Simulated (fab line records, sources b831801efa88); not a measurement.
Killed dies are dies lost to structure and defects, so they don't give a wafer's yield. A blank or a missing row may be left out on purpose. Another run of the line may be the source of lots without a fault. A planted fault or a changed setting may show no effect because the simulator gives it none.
Which tool is to blame? + flow sky130 + 15 lots with 45 wafers sampled at 4 steps, on a route of 708 steps

== WHAT EACH GAUGE READ, for each wafer ==
SKY_VIA1_CD_MEAS_12 targets a cd of 150 nm.
| lot  | measured     | on       | cdNm (nm)         |
|------|--------------|----------|-------------------|
| L573 | day 33 21:07 | cdSem-02 | 152.0 151.1 152.2 |
| L574 | day 33 22:59 | cdSem-01 | 149.5 149.2 149.4 |
| L575 | day 34 01:19 | cdSem-01 | 149.2 149.2 149.9 |
| L576 | day 34 23:35 | cdSem-02 | 149.8 148.1 149.5 |
| L581 | day 38 03:34 | cdSem-01 | 148.1 149.2 149.4 |
| L583 | day 38 04:59 | cdSem-02 | 151.3 151.8 151.6 |
| L580 | day 38 07:46 | cdSem-01 | 148.2 149.4 148.7 |
| L584 | day 38 08:08 | cdSem-02 | 149.2 149.7 147.5 |
| L582 | day 38 08:48 | cdSem-01 | 147.9 148.5 146.7 |
| L585 | day 38 09:05 | cdSem-01 | 152.1 153.0 153.7 |
| L587 | day 38 09:26 | cdSem-02 | 150.4 152.4 150.2 |
| L588 | day 38 09:55 | cdSem-02 | 146.7 148.3 144.5 |
| L590 | day 39 01:49 | cdSem-02 | 152.7 153.8 152.7 |
| L594 | day 40 00:48 | cdSem-01 | 150.9 149.7 150.4 |
| L595 | day 41 12:53 | cdSem-01 | 146.2 148.6 146.8 |

SKY_METAL2_OVL_MEAS_16.
| lot  | measured     | on         | METAL2_OVL (nm) |
|------|--------------|------------|-----------------|
| L573 | day 35 00:47 | overlay-02 | 0 9 2           |
| L574 | day 35 03:10 | overlay-01 | 0 0 3           |
| L575 | day 35 05:49 | overlay-02 | 1 7 -2          |
| L576 | day 36 02:55 | overlay-01 | 4 15 -3         |
| L581 | day 39 07:05 | overlay-01 | -3 -7 -8        |
| L583 | day 39 08:59 | overlay-01 | 4 3 3           |
| L580 | day 39 10:38 | overlay-02 | 6 -1 2          |
| L584 | day 39 10:59 | overlay-02 | -2 4 -1         |
| L582 | day 39 12:07 | overlay-02 | 6 -11 -4        |
| L585 | day 39 12:38 | overlay-01 | -4 4 5          |
| L587 | day 39 13:04 | overlay-01 | -7 -1 5         |
| L588 | day 39 13:25 | overlay-01 | -4 11 6         |
| L590 | day 40 04:29 | overlay-02 | 1 -9 4          |
| L594 | day 41 01:43 | overlay-01 | -5 -4 -2        |
| L595 | day 42 13:56 | overlay-01 | 2 4 5           |

SKY_VIA2_OVL_MEAS_13.
| lot  | measured     | on         | VIA2_OVL (nm) |
|------|--------------|------------|---------------|
| L573 | day 36 04:08 | overlay-02 | 14 7 18       |
| L574 | day 36 06:20 | overlay-01 | -4 -5 -6      |
| L575 | day 36 08:37 | overlay-02 | -5 -3 -5      |
| L576 | day 37 06:25 | overlay-02 | -14 4 -2      |
| L581 | day 40 09:52 | overlay-01 | -10 8 -1      |
| L583 | day 40 11:26 | overlay-02 | -2 -4 -1      |
| L580 | day 40 12:56 | overlay-01 | 0 -2 -3       |
| L584 | day 40 13:48 | overlay-01 | 7 2 -11       |
| L582 | day 40 14:26 | overlay-01 | -5 -13 -6     |
| L590 | day 41 05:44 | overlay-02 | -4 -3 -4      |
| L594 | day 42 03:08 | overlay-01 | 4 7 8         |
| L595 | day 43 14:53 | overlay-01 | 4 2 2         |

== WHICH TOOL RAN EACH LOT (tool, then ch and the chambers of the sampled wafers, then the start) ==
| lot  | SKY_VIA2_HDPCVD_00               |
|------|----------------------------------|
| L573 | hdpcvd-02 ch 1,2, day 35 01:38   |
| L574 | hdpcvd-01 ch 0,1,2, day 35 04:01 |
| L575 | hdpcvd-01 ch 0,2, day 35 06:37   |
| L576 | hdpcvd-01 ch 0,1,2, day 36 03:43 |
| L581 | hdpcvd-01 ch 1,2, day 39 07:54   |
| L583 | hdpcvd-02 ch 0,2, day 39 09:47   |
| L580 | hdpcvd-02 ch 1,2, day 39 11:29   |
| L584 | hdpcvd-01 ch 1,2, day 39 11:52   |
| L582 | hdpcvd-02 ch 1,2, day 39 12:58   |
| L585 | hdpcvd-02 ch 0,1,2, day 39 13:29 |
| L587 | hdpcvd-02 ch 0,1, day 39 13:56   |
| L588 | hdpcvd-01 ch 1,2, day 39 14:17   |
| L590 | hdpcvd-02 ch 0,1, day 40 05:37   |
| L594 | hdpcvd-01 ch 0,1,2, day 41 03:02 |
| L595 | hdpcvd-01 ch 1,2, day 42 14:45   |
- SKY_VIA2_HDPCVD_00: deposits SiO2, target thk 1180 nm, time 196.7 s.

== AS READ BY THE TOOLS THEMSELVES (means over the sampled wafers that have a number; for cases with no such wafer, the mark the record gives instead) ==
SKY_VIA2_HDPCVD_00.
| lot  | tool      | pressureMtorr (mTorr) | runLengthS (s) |
|------|-----------|-----------------------|----------------|
| L573 | hdpcvd-02 | 6.009                 | 224.8          |
| L574 | hdpcvd-01 | 6.002                 | 224.3          |
| L575 | hdpcvd-01 | 5.996                 | 224.4          |
| L576 | hdpcvd-01 | 6.009                 | 224.3          |
| L581 | hdpcvd-01 | 5.990                 | 224.5          |
| L583 | hdpcvd-02 | 6.015                 | 224.5          |
| L580 | hdpcvd-02 | 6.008                 | 225.0          |
| L584 | hdpcvd-01 | 6.011                 | 224.6          |
| L582 | hdpcvd-02 | 5.997                 | 225.0          |
| L585 | hdpcvd-02 | -                     | -              |
| L587 | hdpcvd-02 | -                     | -              |
| L588 | hdpcvd-01 | -                     | -              |
| L590 | hdpcvd-02 | 6.002                 | 224.6          |
| L594 | hdpcvd-01 | 5.989                 | 224.3          |
| L595 | hdpcvd-01 | 5.997                 | 224.7          |

== THE ANSWER, worked out from the rows above alone ==
Rule: what is usual is taken from the lots themselves. Put in order of their means at a reading, lots are off if they are a third of the lots or fewer, leave a main group of 4 or more, and stand apart from it by a gap of 3 or more times the standard deviation of the main group's means; of several such gaps the widest counts. A main group whose means are all the same, to the digits that the tables above print for the reading, isn't used. Also off: a lot with no number at a reading for which 4 or more lots have one. Any other lot the step has rows for is counted as sound. First the gauges in route order, then the tools' own readings, where a lot's mean is used as printed above. At the first step where some lot is off, the reading lying furthest off is the one used; lots without a number count as furthest.
Off: L585, L587, L588, at SKY_VIA2_HDPCVD_00 (pressureMtorr). Without a number there: L585, L587, L588. The main group has a mean of 6.002 mTorr with a standard deviation of 0.0081.
If a tool, at that step or one of the process steps before it, ran each lot that is off and ran no sound lot following the first of them, it fits. No candidate that was tried fits.

== WHAT THE SIMULATOR HAD PUT IN ==
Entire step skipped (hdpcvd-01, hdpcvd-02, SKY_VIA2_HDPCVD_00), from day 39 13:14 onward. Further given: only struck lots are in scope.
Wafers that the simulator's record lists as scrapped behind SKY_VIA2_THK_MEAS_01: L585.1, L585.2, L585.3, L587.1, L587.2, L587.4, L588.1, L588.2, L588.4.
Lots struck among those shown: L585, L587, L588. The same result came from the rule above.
